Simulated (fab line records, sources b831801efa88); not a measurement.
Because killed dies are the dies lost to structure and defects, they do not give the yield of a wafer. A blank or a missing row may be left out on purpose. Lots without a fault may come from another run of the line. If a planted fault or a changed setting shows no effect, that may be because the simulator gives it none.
Which tool did it? || flow gf180mcu || Sampling: 12 lots, 36 wafers, 3 of 602 route steps

WHAT EACH GAUGE READ, for each wafer
GF_HV_LDD_TW_MEAS_38.
{"lot": "L936", "measured": "day 11 22:24", "on": "film metro-02", "HV_LDD_3_TW": "1443 1446 1446"}
{"lot": "L938", "measured": "day 12 06:16", "on": "film metro-02", "HV_LDD_3_TW": "1447 1444 1443"}
{"lot": "L940", "measured": "day 13 00:41", "on": "film metro-04", "HV_LDD_3_TW": "1409 1417 1420"}
{"lot": "L941", "measured": "day 13 10:31", "on": "film metro-03", "HV_LDD_3_TW": "1414 1427 1423"}
{"lot": "L942", "measured": "day 13 18:58", "on": "film metro-04", "HV_LDD_3_TW": "1424 1410 1417"}
{"lot": "L943", "measured": "day 14 04:43", "on": "film metro-04", "HV_LDD_3_TW": "1399 1396 1393"}
{"lot": "L944", "measured": "day 14 11:31", "on": "film metro-03", "HV_LDD_3_TW": "1402 1400 1402"}
{"lot": "L948", "measured": "day 15 18:44", "on": "film metro-02", "HV_LDD_3_TW": "1429 1434 1436"}
{"lot": "L949", "measured": "day 16 04:41", "on": "film metro-02", "HV_LDD_3_TW": "1449 1441 1438"}
{"lot": "L953", "measured": "day 17 12:01", "on": "film metro-04", "HV_LDD_3_TW": "1423 1425 1415"}
{"lot": "L954", "measured": "day 17 17:38", "on": "film metro-02", "HV_LDD_3_TW": "1445 1443 1450"}
{"lot": "L957", "measured": "day 18 14:44", "on": "film metro-04", "HV_LDD_3_TW": "1420 1432 1439"}

GF_HV_LDD_RS_MEAS_53: measures by four-point-probe.
{"lot": "L936", "measured": "day 12 17:58", "on": "film metro-02", "HV_LDD_RS (ohm/sq)": "419.0 417.7 419.2"}
{"lot": "L938", "measured": "day 13 01:37", "on": "film metro-04", "HV_LDD_RS (ohm/sq)": "419.0 418.4 418.9"}
{"lot": "L940", "measured": "day 13 21:15", "on": "film metro-02", "HV_LDD_RS (ohm/sq)": "418.9 418.4 418.6"}
{"lot": "L941", "measured": "day 14 07:36", "on": "film metro-03", "HV_LDD_RS (ohm/sq)": "419.0 418.6 418.1"}
{"lot": "L942", "measured": "day 14 16:23", "on": "film metro-02", "HV_LDD_RS (ohm/sq)": "419.6 420.0 420.6"}
{"lot": "L943", "measured": "day 15 02:43", "on": "film metro-04", "HV_LDD_RS (ohm/sq)": "423.3 422.5 424.4"}
{"lot": "L944", "measured": "day 15 09:25", "on": "film metro-02", "HV_LDD_RS (ohm/sq)": "424.3 423.0 422.9"}
{"lot": "L948", "measured": "day 16 17:50", "on": "film metro-02", "HV_LDD_RS (ohm/sq)": "419.0 419.5 419.7"}
{"lot": "L949", "measured": "day 17 03:44", "on": "film metro-04", "HV_LDD_RS (ohm/sq)": "416.8 416.6 417.2"}
{"lot": "L953", "measured": "day 18 11:45", "on": "film metro-03", "HV_LDD_RS (ohm/sq)": "418.3 416.9 417.4"}
{"lot": "L954", "measured": "day 18 17:18", "on": "film metro-04", "HV_LDD_RS (ohm/sq)": "417.1 417.6 419.5"}
{"lot": "L957", "measured": "day 19 14:59", "on": "film metro-02", "HV_LDD_RS (ohm/sq)": "418.9 419.3 420.4"}

WHAT TOOL EACH LOT RAN ON (gives the tool, then ch and the chambers of the sampled wafers, and finally the start)
{"lot": "L936", "GF_HV_LDD_IMPLANT_33": "implanter-01 ch 0, day 11 21:43"}
{"lot": "L938", "GF_HV_LDD_IMPLANT_33": "implanter-02 ch 0, day 12 05:35"}
{"lot": "L940", "GF_HV_LDD_IMPLANT_33": "implanter-04 ch 0, day 12 23:59"}
{"lot": "L941", "GF_HV_LDD_IMPLANT_33": "implanter-02 ch 0, day 13 09:49"}
{"lot": "L942", "GF_HV_LDD_IMPLANT_33": "implanter-04 ch 0, day 13 18:16"}
{"lot": "L943", "GF_HV_LDD_IMPLANT_33": "implanter-04 ch 0, day 14 04:03"}
{"lot": "L944", "GF_HV_LDD_IMPLANT_33": "implanter-04 ch 0, day 14 10:51"}
{"lot": "L948", "GF_HV_LDD_IMPLANT_33": "implanter-01 ch 0, day 15 18:04"}
{"lot": "L949", "GF_HV_LDD_IMPLANT_33": "implanter-02 ch 0, day 16 03:59"}
{"lot": "L953", "GF_HV_LDD_IMPLANT_33": "implanter-04 ch 0, day 17 11:19"}
{"lot": "L954", "GF_HV_LDD_IMPLANT_33": "implanter-04 ch 0, day 17 16:57"}
{"lot": "L957", "GF_HV_LDD_IMPLANT_33": "implanter-02 ch 0, day 18 14:02"}
- GF_HV_LDD_IMPLANT_33

AS READ BY THE TOOLS THEMSELVES (means over the sampled wafers that have a number; for cases with no such wafer, the mark the record gives instead)
GF_HV_LDD_IMPLANT_33.
{"lot": "L936", "tool": "implanter-01", "beam on s (s)": 9.90, "faraday current uA": 42.7, "tilt deg (degrees)": 30.020}
{"lot": "L938", "tool": "implanter-02", "beam on s (s)": 10.13, "faraday current uA": 41.7, "tilt deg (degrees)": 29.995}
{"lot": "L940", "tool": "implanter-04", "beam on s (s)": 10.02, "faraday current uA": 42.1, "tilt deg (degrees)": 30.004}
{"lot": "L941", "tool": "implanter-02", "beam on s (s)": 10.01, "faraday current uA": 42.4, "tilt deg (degrees)": 29.993}
{"lot": "L942", "tool": "implanter-04", "beam on s (s)": 9.89, "faraday current uA": 42.7, "tilt deg (degrees)": 29.969}
{"lot": "L943", "tool": "implanter-04", "beam on s (s)": 7.95, "faraday current uA": 53.2, "tilt deg (degrees)": 30.001}
{"lot": "L944", "tool": "implanter-04", "beam on s (s)": 8.01, "faraday current uA": 52.9, "tilt deg (degrees)": 29.984}
{"lot": "L948", "tool": "implanter-01", "beam on s (s)": 10.16, "faraday current uA": 41.6, "tilt deg (degrees)": 29.989}
{"lot": "L949", "tool": "implanter-02", "beam on s (s)": 9.92, "faraday current uA": 42.7, "tilt deg (degrees)": 29.985}
{"lot": "L953", "tool": "implanter-04", "beam on s (s)": 10.07, "faraday current uA": 42.0, "tilt deg (degrees)": 29.993}
{"lot": "L954", "tool": "implanter-04", "beam on s (s)": 9.97, "faraday current uA": 42.5, "tilt deg (degrees)": 30.002}
{"lot": "L957", "tool": "implanter-02", "beam on s (s)": 9.99, "faraday current uA": 42.3, "tilt deg (degrees)": 29.983}

THE ANSWER, worked out from the rows above alone
Rule: what is usual is taken from the lots themselves. The widest of any qualifying gaps counts: lots, ordered by their means at a reading, are off when they make up no more than a third of the lots, leave a main group of 4 or more, and stand apart from it by 3 or more times the standard deviation of that group's means. A main group is skipped when, at the precision printed for the reading in the tables above, its means are all equal. A lot without any number at a reading at which 4 lots or more have one is off too. The other lots that the step has rows for count as sound. After the gauges, taken in route order, come the tools' own readings; for these a lot's mean is taken, as printed above. The first step at which some lot is off is used, and at that step the reading that is off furthest; a lot without a number counts as furthest.
Off: L943, L944, seen at GF_HV_LDD_RS_MEAS_53 (HV_LDD_RS). Main group: mean 418.6 ohm/sq, sd 0.9.
A tool fits if, at a process step before that reading, it ran every lot that is off, and no sound lot after the first of them. The gauges at GF_HV_LDD_RS_MEAS_53 aren't tried: what is off there is off at GF_HV_LDD_IMPLANT_33 too, on other tools, and a gauge's error can't cause that. None of those tried fits.

WHAT THE SIMULATOR PUT IN
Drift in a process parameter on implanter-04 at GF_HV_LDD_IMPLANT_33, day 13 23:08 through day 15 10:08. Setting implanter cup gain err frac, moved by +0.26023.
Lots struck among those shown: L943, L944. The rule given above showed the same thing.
